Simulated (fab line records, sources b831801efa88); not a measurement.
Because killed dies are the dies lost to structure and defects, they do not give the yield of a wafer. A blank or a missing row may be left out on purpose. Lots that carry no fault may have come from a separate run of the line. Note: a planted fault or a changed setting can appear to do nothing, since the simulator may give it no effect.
Which tool is to blame? -- flow gf180mcu -- Sampling: 12 lots, 36 wafers, 4 of 602 route steps

== WHAT EACH GAUGE READ, for each wafer ==
GF_NWELL_OVL_MEAS_07. Usual: NWELL_OVL typically reads 0.3 nm, with standard deviation 1.5.
lot,measured,on,NWELL_OVL (nm),flag
L416,day 3 07:33,overlay-01,-2.5 -3.5 -1.6,
L417,day 3 12:42,overlay-01,0.3 2.2 0.6,
L419,day 3 22:53,overlay-02,-1.3 -1.0 0.6,
L420,day 4 05:29,overlay-02,1.7 2.3 3.0,
L421,day 4 10:20,overlay-02,51.4 52.2 53.6,OFF
L422,day 4 16:48,overlay-02,51.6 50.9 50.5,OFF
L424,day 5 02:48,overlay-01,0.0 -0.2 0.1,
L425,day 5 08:38,overlay-02,51.9 52.3 55.4,OFF
L428,day 5 23:32,overlay-02,52.7 52.5 54.2,OFF
L433,day 7 03:35,overlay-01,0.0 -0.2 1.8,
L435,day 7 14:56,overlay-02,-0.2 -0.3 1.1,
L436,day 7 20:08,overlay-01,2.2 1.6 3.7,

GF_NWELL_TW_MEAS_11. Usual: NWELL_TW typically reads 1577, with standard deviation 20.
lot,measured,on,NWELL_TW,flag
L416,day 3 08:01,film_metro-04,1559 1563 1560,
L417,day 3 13:08,film_metro-01,1598 1598 1591,
L419,day 3 23:19,film_metro-03,1578 1571 1569,
L420,day 4 05:55,film_metro-03,1549 1550 1549,
L421,day 4 10:46,film_metro-01,1607 1603 1610,
L422,day 4 17:14,film_metro-04,1558 1557 1558,
L424,day 5 03:14,film_metro-04,1567 1578 1570,
L425,day 5 09:04,film_metro-04,1569 1574 1571,
L428,day 5 23:59,film_metro-01,1600 1605 1605,
L433,day 7 04:01,film_metro-01,1609 1601 1603,
L435,day 7 15:22,film_metro-04,1575 1575 1578,
L436,day 7 20:34,film_metro-01,1599 1603 1597,

== WHICH TOOL RAN EACH LOT (tool, then ch and the chambers of the sampled wafers, then the start) ==
lot,GF_STI_ETCH_13,GF_NWELL_EXPOSE_04
L416,"rie_diel-03 ch 1,2,3, day 2 00:58","iline_stepper-01 ch 0, day 3 01:30"
L417,"rie_diel-01 ch 0,3, day 2 06:30","iline_stepper-01 ch 0, day 3 06:08"
L419,"rie_diel-03 ch 0,3, day 2 17:40","iline_stepper-01 ch 0, day 3 16:59"
L420,"rie_diel-03 ch 0,2,3, day 2 22:22","iline_stepper-02 ch 0, day 3 22:39"
L421,"rie_diel-02 ch 0,2, day 3 02:52","iline_stepper-01 ch 0, day 4 03:25"
L422,"rie_diel-02 ch 0,1, day 3 09:05","iline_stepper-01 ch 0, day 4 09:59"
L424,"rie_diel-02 ch 0,1,2, day 3 18:53","iline_stepper-02 ch 0, day 4 20:08"
L425,"rie_diel-03 ch 2,3, day 3 23:19","iline_stepper-01 ch 0, day 5 01:07"
L428,"rie_diel-03 ch 0,1,2, day 4 14:59","iline_stepper-01 ch 0, day 5 16:44"
L433,"rie_diel-03 ch 1,2,3, day 5 17:13","iline_stepper-02 ch 0, day 6 20:22"
L435,"rie_diel-02 ch 0,1,3, day 6 03:51","iline_stepper-02 ch 0, day 7 07:08"
L436,"rie_diel-03 ch 0,2, day 6 08:30","iline_stepper-02 ch 0, day 7 12:18"
- GF_STI_ETCH_13: etches the open film in CHF3/O2, stops on Si, target depth 282.31 nm, time 112.9 s.
- GF_NWELL_EXPOSE_04: exposes mask Nwell, target cd 860 nm.

== WHAT THE TOOLS THEMSELVES READ (means of the sampled wafers that have a number; where no wafer has one, the mark that the record gives instead) ==
GF_STI_ETCH_13. Usual: chf3_flow_sccm 49.97 sccm, standard deviation 0.14; drypump_motor_current_A 5.7 A, standard deviation 0.49; oes_product_au 0.831 a.u., standard deviation 0.0063; throttle_valve_pct 8.810 %, standard deviation 0.0097.
lot,tool,chf3_flow_sccm (sccm),drypump_motor_current_A (A),oes_product_au (a.u.),throttle_valve_pct (%),flag
L416,rie_diel-03,49.97,5.8,0.830,8.807,
L417,rie_diel-01,50.00,6.0,0.832,8.808,
L419,rie_diel-03,49.93,6.1,0.826,8.810,
L420,rie_diel-03,49.88,5.9,0.834,8.806,
L421,rie_diel-02,49.90,5.5,0.826,8.801,
L422,rie_diel-02,49.93,5.6,0.824,8.816,
L424,rie_diel-02,49.92,5.6,0.828,8.820,
L425,rie_diel-03,49.84,5.7,0.831,8.801,
L428,rie_diel-03,49.96,5.8,0.829,8.806,
L433,rie_diel-03,49.97,5.9,0.838,8.818,
L435,rie_diel-02,50.08,5.4,0.826,8.813,
L436,rie_diel-03,50.05,5.6,0.826,8.809,

GF_NWELL_EXPOSE_04. Usual: exposure_dose_mJ_cm2 260.01, standard deviation 0.25.
lot,tool,exposure_dose_mJ_cm2,flag
L416,iline_stepper-01,259.99,
L417,iline_stepper-01,259.84,
L419,iline_stepper-01,260.14,
L420,iline_stepper-02,260.33,
L421,iline_stepper-01,260.24,
L422,iline_stepper-01,260.16,
L424,iline_stepper-02,259.83,
L425,iline_stepper-01,259.88,
L428,iline_stepper-01,259.91,
L433,iline_stepper-02,259.73,
L435,iline_stepper-02,260.27,
L436,iline_stepper-02,259.93,

== THE ANSWER, worked out from the rows above alone ==
Rule: a lot counts as off when the mean over its wafers that have a number is more than 3 standard deviations away from the usual mean. Also off: a lot with no number at a reading for which 4 or more lots have one. All remaining lots with rows at the step are treated as sound. The gauges are gone through in route order, then the tools' own readings, and for those a lot's mean is taken as printed above. The first step at which some lot is off is used, and at that step the reading that is off furthest; a lot without a number counts as furthest.
Off: L421, L422, L425, L428, seen at GF_NWELL_OVL_MEAS_07 (NWELL_OVL).
A tool fits if, at a process step before that reading, it ran every lot that is off, and no sound lot after the first of them. The gauges at GF_NWELL_OVL_MEAS_07 are tried like those tools. One fits: GF_NWELL_EXPOSE_04 on iline_stepper-01. Its last sound lot is L419 (day 3 16:59), its first lot that is off L421 (day 4 03:25): a fault that began between those two fits.

== WHAT THE SIMULATOR HAD INSERTED ==
Scanner matching overlay: iline_stepper-01, from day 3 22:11 on, at GF_NWELL_EXPOSE_04. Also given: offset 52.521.
Lots struck among those shown: L421, L422, L425, L428. The rule above found the same.
